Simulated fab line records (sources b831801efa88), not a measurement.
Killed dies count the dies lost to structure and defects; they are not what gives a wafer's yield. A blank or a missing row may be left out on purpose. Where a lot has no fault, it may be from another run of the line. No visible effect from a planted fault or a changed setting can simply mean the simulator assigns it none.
fab line records + flow sky130
record
- lots=13
- wafers=39
- last_day=50
route steps=708 shown LDD_HVN@277 SD_P@328 LOCAL_INTERCONNECT@393 PAD_OPEN@708
lots untouched by any fault: they come from a run of this same line in which no faults occurred
start_h: hours from the record's first day to the start of the lot's first wafer shown + wait_h: how many hours have passed since the lot's step before this one + " same as the row above + L1.1+2: several wafers, shown together as one row + - no value, or no start was given + * or withheld: withheld + < > ~ a bound
route shown NAME@n: names a module that has steps shown in the file, with the first one's number in the route + usual: average and standard deviation across the fault-free wafers + same: alike in all rows + chamber/n: place in a boat + sites: the reading at each site + _std_site: standard deviation of those values + _edge_site: mean of outer sites minus mean of inner sites + radius_mm: how far each site lies from the wafer's centre + mask NAME#n: copy n + behind: the last tool/chamber to shape the wafer + hold: the reason the lot was held/the length of the hold in hours/how it ended + device: names the non-switching transistor (n, p or np) + end of line: the same wafers' tests at the end of the route + where a step has no rows: the recipe by itself + killed: at the first sort, the dies lost to defects and structure; wafer yield is something else + map: the dies of a wafer, with x for killed, . for not killed, _ for no die there
set.NAME: setting as actually run; set.NAME@STEP: the setting as run at that earlier step + model.NAME: the simulator's own value behind a step, which no gauge read
steps of the route over a sample of lots; a table a step, a row a wafer
services: the hour from which a tool's chamber was out of use, counted from the record's first day as start_h (under 0 if before that day), plus the number of hours and why
## steps
# step SKY_LDD_HVN_TW_MEAS_10
# usual
- LDD_HVN_TW=1435/6.6
| lot.wafer | tool          | chamber | start_h | wait_h | LDD_HVN_TW |
|-----------|---------------|---------|---------|--------|------------|
| L897.2    | film_metro-04 | -       | 472.23  | 0.1    | 1433       |
| L897.3    | "             | -       | "       | "      | 1430       |
| L897.6    | "             | -       | "       | "      | 1427       |
| L899.1    | film_metro-01 | -       | 481.91  | 0.1    | 1431       |
| L899.2    | "             | -       | "       | "      | 1435       |
| L899.5    | "             | -       | "       | "      | 1434       |
| L900.4    | film_metro-04 | -       | 515.04  | 0.1    | 1439       |
| L900.5    | "             | -       | "       | "      | 1428       |
| L900.6    | "             | -       | "       | "      | 1445       |
| L902.1    | film_metro-04 | -       | 537.61  | 0.1    | 1444       |
| L902.3    | "             | -       | "       | "      | 1439       |
| L902.5    | "             | -       | "       | "      | 1434       |
| L904.1    | film_metro-04 | -       | 551.46  | 0.1    | 1448       |
| L904.3    | "             | -       | "       | "      | 1432       |
| L904.6    | "             | -       | "       | "      | 1440       |
| L905.1    | film_metro-02 | -       | 554.03  | 0.1    | 1441       |
| L905.5    | "             | -       | "       | "      | 1437       |
| L905.6    | "             | -       | "       | "      | 1437       |
| L906.2    | film_metro-02 | -       | 562.84  | 0.1    | 1438       |
| L906.3    | "             | -       | "       | "      | 1442       |
| L906.6    | "             | -       | "       | "      | 1443       |
| L907.1    | film_metro-04 | -       | 569.28  | 0.1    | 1437       |
| L907.2    | "             | -       | "       | "      | 1442       |
| L907.3    | "             | -       | "       | "      | 1434       |
| L908.1    | film_metro-01 | -       | 581.41  | 0.1    | 1420       |
| L908.3    | "             | -       | "       | "      | 1430       |
| L908.5    | "             | -       | "       | "      | 1426       |
| L914.2    | film_metro-04 | -       | 625.12  | 0.1    | 1445       |
| L914.3    | "             | -       | "       | "      | 1447       |
| L914.4    | "             | -       | "       | "      | 1447       |
| L916.1    | film_metro-02 | -       | 636.48  | 0.1    | 1421       |
| L916.2    | "             | -       | "       | "      | 1435       |
| L916.3    | "             | -       | "       | "      | 1432       |
| L918.2    | film_metro-04 | -       | 653.47  | 0.1    | 1435       |
| L918.4    | "             | -       | "       | "      | 1438       |
| L918.5    | "             | -       | "       | "      | 1438       |
| L919.3    | film_metro-01 | -       | 659.33  | 0.1    | 1434       |
| L919.4    | "             | -       | "       | "      | 1430       |
| L919.6    | "             | -       | "       | "      | 1428       |
# step SKY_SD_P_OVL_MEAS_08
# usual
- SD_P_OVL=-0.8/1.1
| lot.wafer | tool       | chamber | start_h | wait_h | SD_P_OVL[nm] |
|-----------|------------|---------|---------|--------|--------------|
| L897.2    | overlay-01 | -       | 596.32  | 0.1    | -0.3         |
| L897.3    | "          | -       | "       | "      | 0.1          |
| L897.6    | "          | -       | "       | "      | -0.5         |
| L899.1    | overlay-02 | -       | 605.14  | 0.1    | -1.2         |
| L899.2    | "          | -       | "       | "      | -2.4         |
| L899.5    | "          | -       | "       | "      | -2.0         |
| L900.4    | overlay-01 | -       | 637.23  | 0.1    | -0.9         |
| L900.5    | "          | -       | "       | "      | 0.7          |
| L900.6    | "          | -       | "       | "      | -1.5         |
| L902.1    | overlay-01 | -       | 657.11  | 0.1    | -1.9         |
| L902.3    | "          | -       | "       | "      | -0.7         |
| L902.5    | "          | -       | "       | "      | 0.0          |
| L904.1    | overlay-02 | -       | 669.71  | 0.1    | -1.2         |
| L904.3    | "          | -       | "       | "      | -2.0         |
| L904.6    | "          | -       | "       | "      | 1.6          |
| L905.1    | overlay-01 | -       | 674.09  | 0.1    | 1.7          |
| L905.5    | "          | -       | "       | "      | 1.4          |
| L905.6    | "          | -       | "       | "      | 1.1          |
| L906.2    | overlay-02 | -       | 678.51  | 0.1    | -1.6         |
| L906.3    | "          | -       | "       | "      | -2.2         |
| L906.6    | "          | -       | "       | "      | -1.0         |
| L907.1    | overlay-01 | -       | 686.76  | 0.1    | 1.1          |
| L907.2    | "          | -       | "       | "      | -0.1         |
| L907.3    | "          | -       | "       | "      | 1.2          |
| L908.1    | overlay-01 | -       | 697.26  | 0.1    | -0.6         |
| L908.3    | "          | -       | "       | "      | 0.2          |
| L908.5    | "          | -       | "       | "      | -1.1         |
| L914.2    | overlay-01 | -       | 739.10  | 0.1    | -1.5         |
| L914.3    | "          | -       | "       | "      | 1.2          |
| L914.4    | "          | -       | "       | "      | 0.4          |
| L916.1    | overlay-01 | -       | 750.01  | 0.1    | 0.4          |
| L916.2    | "          | -       | "       | "      | 0.0          |
| L916.3    | "          | -       | "       | "      | -1.9         |
| L918.2    | overlay-01 | -       | 765.67  | 0.1    | -2.8         |
| L918.4    | "          | -       | "       | "      | -1.2         |
| L918.5    | "          | -       | "       | "      | -1.1         |
| L919.3    | overlay-01 | -       | 770.32  | 0.1    | 1.4          |
| L919.4    | "          | -       | "       | "      | -0.4         |
| L919.6    | "          | -       | "       | "      | 0.1          |
# step SKY_LOCAL_INTERCONNECT_COAT_06
# recipe
- resist=KrF-thick
- spin_rpm=3000
- resist_thk_nm=450
# usual
- exhaust_pa=44.8/0.87
- resist_line_temp_C=23.01/0.13
- spin_speed_rpm=3000.1/1.9
| lot.wafer | tool           | chamber | start_h | wait_h | exhaust_pa | resist_line_temp_C | spin_speed_rpm |
|-----------|----------------|---------|---------|--------|------------|--------------------|----------------|
| L897.2    | litho_track-04 | 0       | 698     | -      | 43.6       | 22.87              | 2998.0         |
| L897.3    | "              | 0       | "       | "      | 43.0       | 22.84              | 2999.5         |
| L897.6    | "              | 0       | "       | "      | 43.5       | 22.79              | 3001.1         |
| L899.1    | litho_track-03 | 0       | 707     | -      | 44.6       | 22.95              | 2997.2         |
| L899.2    | "              | 0       | "       | "      | 44.1       | 22.90              | 2998.8         |
| L899.5    | "              | 0       | 708     | -      | 43.3       | 23.20              | 3001.4         |
| L900.4    | litho_track-01 | 0       | 736     | -      | 45.2       | 22.99              | 2998.8         |
| L900.5    | "              | 0       | "       | "      | 45.0       | 23.18              | 2998.0         |
| L900.6    | "              | 0       | "       | "      | 44.3       | 22.98              | 2998.8         |
| L902.1    | litho_track-01 | 0       | 755     | -      | 45.3       | 23.14              | 3002.9         |
| L902.3    | "              | 0       | "       | "      | 46.3       | 23.10              | 3002.4         |
| L902.5    | "              | 0       | "       | "      | 45.7       | 23.07              | 3001.1         |
| L904.1    | litho_track-03 | 0       | 768     | -      | 45.7       | 22.94              | 3002.4         |
| L904.3    | "              | 0       | "       | "      | 46.1       | 22.97              | 3001.6         |
| L904.6    | "              | 0       | "       | "      | 45.8       | 23.17              | 3002.8         |
| L905.1    | litho_track-01 | 0       | 772     | -      | 44.0       | 23.00              | 3003.4         |
| L905.5    | "              | 0       | "       | "      | 44.8       | 22.90              | 2999.2         |
| L905.6    | "              | 0       | "       | "      | 46.2       | 23.03              | 3001.5         |
| L906.2    | litho_track-03 | 0       | 776     | -      | 46.3       | 22.99              | 2996.8         |
| L906.3    | "              | 0       | 777     | -      | 45.2       | 22.94              | 2997.1         |
| L906.6    | "              | 0       | "       | "      | 44.6       | 22.82              | 2997.1         |
| L907.1    | litho_track-01 | 0       | 783     | -      | 45.1       | 22.89              | 3000.0         |
| L907.2    | "              | 0       | "       | "      | 44.9       | 23.15              | 3001.8         |
| L907.3    | "              | 0       | "       | "      | 45.6       | 22.97              | 2998.9         |
| L908.1    | litho_track-01 | 0       | 795     | -      | 45.8       | 23.06              | 3000.6         |
| L908.3    | "              | 0       | "       | "      | 45.4       | 23.01              | 2999.8         |
| L908.5    | "              | 0       | "       | "      | 46.0       | 23.13              | 3001.7         |
| L914.2    | litho_track-04 | 0       | 836     | -      | 45.0       | 23.16              | 2998.7         |
| L914.3    | "              | 0       | "       | "      | 45.9       | 23.24              | 3000.8         |
| L914.4    | "              | 0       | "       | "      | 44.7       | 23.12              | 3000.3         |
| L916.1    | litho_track-01 | 0       | 845     | -      | 45.0       | 22.71              | 2955.3         |
| L916.2    | "              | 0       | 846     | -      | 45.1       | 22.90              | 2955.1         |
| L916.3    | "              | 0       | "       | "      | 45.9       | 22.95              | 2953.4         |
| L918.2    | litho_track-01 | 0       | 861     | -      | 45.1       | 22.70              | 2956.0         |
| L918.4    | "              | 0       | "       | "      | 45.0       | 22.71              | 2957.5         |
| L918.5    | "              | 0       | "       | "      | 43.5       | 22.73              | 2957.4         |
| L919.3    | litho_track-03 | 0       | 864     | -      | 45.1       | 23.02              | 3002.8         |
| L919.4    | "              | 0       | 865     | -      | 44.5       | 23.06              | 2999.5         |
| L919.6    | "              | 0       | "       | "      | 44.9       | 23.20              | 3000.6         |
# step SKY_LOCAL_INTERCONNECT_ETCH_13
# recipe
- chemistry=N2/H2
- target=BARC
- ion_energy_ev=200
- bias_w=100
- pressure_mtorr=30
- n2_flow_sccm=100
- h2_flow_sccm=200
- icp_w=500
- stop_on=SiO2
- time_s=45.9
- target_depth_a=600
# usual
- drypump_motor_current_A=5.7/0.49
- oes_product_au=0.855/0.0051
- throttle_valve_pct=13.225/0.0087
# same
- time_s=45.9
| lot.wafer | tool         | chamber | start_h | wait_h | drypump_motor_current_A | oes_product_au | rf_hours_counter_h | throttle_valve_pct |
|-----------|--------------|---------|---------|--------|-------------------------|----------------|--------------------|--------------------|
| L897.2    | rie_metal-04 | 1       | 712.93  | 0.0    | 6.5                     | 0.854          | 13                 | 13.234             |
| L897.3    | "            | 1       | "       | "      | 6.5                     | 0.854          | -                  | 13.235             |
| L897.6    | "            | 1       | "       | "      | 6.5                     | 0.857          | -                  | 13.227             |
| L899.1    | rie_metal-02 | 1       | 722.24  | 0.0    | 5.4                     | 0.854          | 4                  | 13.226             |
| L899.2    | "            | 0       | "       | "      | 6.1                     | 0.854          | 1                  | 13.216             |
| L899.5    | "            | 0       | "       | "      | 6.2                     | 0.857          | -                  | 13.222             |
| L900.4    | rie_metal-04 | 0       | 751.37  | 0.0    | 5.7                     | 0.867          | -                  | 13.222             |
| L900.5    | "            | 0       | "       | "      | 5.7                     | 0.858          | -                  | 13.204             |
| L900.6    | "            | 1       | "       | "      | 6.5                     | 0.853          | -                  | 13.234             |
| L902.1    | rie_metal-02 | 0       | 768.90  | 0.0    | 6.2                     | 0.856          | 2                  | 13.225             |
| L902.3    | "            | 1       | "       | "      | 5.4                     | 0.856          | -                  | 13.232             |
| L902.5    | "            | 1       | "       | "      | 5.3                     | 0.857          | -                  | 13.224             |
| L904.1    | rie_metal-02 | 0       | 782.44  | 0.0    | 6.1                     | 0.859          | 3                  | 13.223             |
| L904.3    | "            | 0       | "       | "      | 6.2                     | 0.864          | -                  | 13.230             |
| L904.6    | "            | 1       | "       | "      | 5.4                     | 0.862          | -                  | 13.221             |
| L905.1    | rie_metal-03 | 1       | 786.58  | 0.0    | 5.1                     | 0.855          | 7                  | 13.207             |
| L905.5    | "            | 0       | "       | "      | 5.8                     | 0.857          | -                  | 13.226             |
| L905.6    | "            | 1       | "       | "      | 5.1                     | 0.855          | -                  | 13.221             |
| L906.2    | rie_metal-04 | 1       | 790.34  | 0.0    | 6.5                     | 0.858          | 1                  | 13.221             |
| L906.3    | "            | 0       | "       | "      | 5.7                     | 0.856          | -                  | 13.215             |
| L906.6    | "            | 1       | "       | "      | 6.5                     | 0.853          | -                  | 13.227             |
| L907.1    | rie_metal-02 | 0       | 797.28  | 0.0    | 6.1                     | 0.849          | 3                  | 13.220             |
| L907.2    | "            | 1       | "       | "      | 5.4                     | 0.854          | 6                  | 13.232             |
| L907.3    | "            | 0       | "       | "      | 6.1                     | 0.854          | -                  | 13.223             |
| L908.1    | rie_metal-03 | 0       | 809.08  | 0.0    | 5.8                     | 0.851          | 3                  | 13.225             |
| L908.3    | "            | 1       | "       | "      | 5.1                     | 0.848          | -                  | 13.219             |
| L908.5    | "            | 0       | "       | "      | 5.7                     | 0.855          | -                  | 13.215             |
| L914.2    | rie_metal-04 | 1       | 850.00  | 0.0    | 6.5                     | 0.855          | 3                  | 13.247             |
| L914.3    | "            | 1       | "       | "      | 6.5                     | 0.863          | -                  | 13.225             |
| L914.4    | "            | 0       | "       | "      | 5.7                     | 0.856          | -                  | 13.230             |
| L916.1    | rie_metal-04 | 0       | 859.29  | 0.0    | 5.7                     | 0.848          | 15                 | 13.223             |
| L916.2    | "            | 1       | "       | "      | 6.5                     | 0.866          | 3                  | 13.238             |
| L916.3    | "            | 1       | "       | "      | 6.5                     | 0.856          | -                  | 13.238             |
| L918.2    | rie_metal-03 | 0       | 874.63  | 0.0    | 5.8                     | 0.855          | 6                  | 13.224             |
| L918.4    | "            | 1       | "       | "      | 5.1                     | 0.859          | -                  | 13.238             |
| L918.5    | "            | 0       | "       | "      | 5.8                     | 0.857          | -                  | 13.225             |
| L919.3    | rie_metal-04 | 1       | 878.00  | 0.0    | 6.5                     | 0.843          | -                  | 13.227             |
| L919.4    | "            | 0       | "       | "      | 5.7                     | 0.860          | -                  | 13.229             |
| L919.6    | "            | 0       | "       | "      | 5.7                     | 0.849          | -                  | 13.206             |
# step SKY_PAD_OPEN_PROBE_99
# usual
- killed_at_M0_to_M3=44/6
- killed_at_M4_up=3.3/2.1
- killed_at_contacts=25/5.5
- killed_at_front_end=15/4.3
- killed_at_other=0.2/0.41
- killed_dies=88/9.1
- killed_open=48/6.6
- killed_short=39/6.7
# same
- gross_dies=492
- killed_at_back_side=0
| lot.wafer | tool      | chamber | start_h | wait_h | killed_at_M0_to_M3 | killed_at_M4_up | killed_at_contacts | killed_at_front_end | killed_at_other | killed_dies | killed_open | killed_short |
|-----------|-----------|---------|---------|--------|--------------------|-----------------|--------------------|---------------------|-----------------|-------------|-------------|--------------|
| L905.1    | prober-02 | -       | 1135.47 | 0.1    | 46                 | 0               | 38                 | 13                  | 0               | 97          | 65          | 32           |
| L905.5    | prober-02 | -       | 1135.67 | 0.2    | 47                 | 2               | 17                 | 22                  | 0               | 88          | 43          | 45           |
| L905.6    | prober-02 | -       | 1135.72 | 0.2    | 46                 | 3               | 21                 | 13                  | 0               | 83          | 41          | 40           |
# killed by level:class
L905.1 CONTACT:geometric_particle:open=14 LI_CONTACT:geometric_particle:open=13 VIA1:geometric_particle:open=9 VIA3:geometric_particle:open=9 VIA2:geometric_particle:open=7 METAL2:geometric_particle:short=5 LI_CONTACT:geometric_particle:short=4 CONTACT:geometric_particle:short=4
L905.5 VIA1:geometric_particle:open=10 METAL2:geometric_particle:short=8 VIA2:geometric_particle:open=7 FIELD_ISO:geometric_particle:short=6 CONTACT:geometric_particle:short=6 VIA3:geometric_particle:open=6 POLY_GATE:geometric_particle:short=5 LI_CONTACT:geometric_particle:open=5
L905.6 CONTACT:geometric_particle:open=8 VIA1:geometric_particle:open=8 VIA2:geometric_particle:open=8 VIA3:geometric_particle:open=8 VIA1:geometric_particle:short=6 METAL1:geometric_particle:short=6 FIELD_ISO:geometric_particle:short=4 LOCAL_INTERCONNECT:geometric_particle:short=4
## services
| tool         | chamber | start_h | hours | kind           |
|--------------|---------|---------|-------|----------------|
| rie_metal-03 | 0       | 693.58  | -     | clean          |
| rie_metal-03 | 0       | 693.58  | 21.7  | scheduled_down |
| rie_metal-03 | 0       | 693.58  | 21.7  | vent_cycle     |
| rie_metal-04 | -       | 755.96  | 0.3   | repair         |
| rie_metal-04 | 1       | 759.82  | -     | clean          |
| rie_metal-04 | 1       | 759.82  | 15.8  | scheduled_down |
| rie_metal-04 | 1       | 759.82  | 15.8  | vent_cycle     |
| rie_metal-04 | -       | 773.53  | 0.4   | repair         |
| rie_metal-03 | -       | 836.44  | 1.1   | repair         |
## key
first_sign
- step=SKY_LOCAL_INTERCONNECT_COAT_06
- reading=spin_speed_rpm
- direction=down
- sigmas=24
- usual=3000.1
- struck=2955.8
effect none on later readings
met_at SKY_LOCAL_INTERCONNECT_COAT_06
struck_lots L916,L918
tester_left_out L916,L918
not_acting_at SKY_LDD_HVN_TW_MEAS_10,SKY_SD_P_OVL_MEAS_08,SKY_LOCAL_INTERCONNECT_ETCH_13
onset_between 795 845
fault
- kind=process_parameter_drift
- tool=litho_track-01
- chamber=-
- onset_h=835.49
- steps=SKY_LOCAL_INTERCONNECT_COAT_06
- channel=spin_rpm
- offset=-42.887
- shape=step
- end_h=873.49
- acts_in=these_recipes_only
- stated=3000
# tester_left_out: of these lots the tester's yield and bins aren't shown, on N5 and GAA mostly nor the transistor test; their killed dies are dies lost to structure and defects alone, not to doping, threshold or leakage, so they don't give the yield
